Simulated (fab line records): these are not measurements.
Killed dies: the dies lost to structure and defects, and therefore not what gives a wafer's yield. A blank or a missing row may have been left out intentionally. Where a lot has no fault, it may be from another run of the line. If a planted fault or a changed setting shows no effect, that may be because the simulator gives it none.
Matching of chambers    flow gf180mcu    3 sister chambers for GF_V4_CVD_02 on pecvd-02
The step deposits SiO2 from TEOS, target thk 850 nm, time 94.851 s. 14 wafers are shown with their chamber, then 7 later ones without.

## EACH WAFER AND ITS CHAMBER
wafer   chamber  heater_power_w (W)
L074.1  0        552
L074.2  2        628
L074.3  1        633
L075.1  0        660
L075.2  2        664
L075.5  1        672
L082.1  0        629
L082.2  2        686
L082.3  1        657
L082.4  0        526
L082.5  1        540
L082.6  2        733
L086.1  1        540
L086.2  2        696

SIGNATURES (means of the wafers above)
reading         chamber 0  chamber 1  chamber 2  scatter within a chamber
heater_power_w  591.75     608.40     681.40     55.9
Rule: a wafer's distance from a chamber is the root of the sum, over the readings, of the square of ((its reading less the chamber's mean) divided by the reading's scatter). If the next closest chamber is less than 2 further off than the closest, the wafer can't be placed; otherwise it belongs to the closest. The scatter: the root of (the sum of the squares of (reading less its chamber's mean) over the shown wafers, divided by (wafers less chambers)).

## WAFERS WITH NO CHAMBER GIVEN
wafer   heater_power_w (W)
L086.3  569
L094.1  639
L094.2  608
L094.3  633
L094.4  667
L094.5  680
L094.6  647

## THE CHAMBER EACH PASSED THROUGH
wafer   from the rows above           in truth
L086.3  can't be placed: 0 or 1 or 2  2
L094.1  can't be placed: 1 or 2 or 0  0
L094.2  can't be placed: 1 or 0 or 2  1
L094.3  can't be placed: 1 or 0 or 2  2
L094.4  can't be placed: 2 or 1 or 0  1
L094.5  can't be placed: 2 or 1 or 0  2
L094.6  can't be placed: 2 or 1 or 0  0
Placed correctly: 0 of 7. Can't be placed from these rows: 7 (the true chamber is among the candidates in 7). 0 placed wrongly.
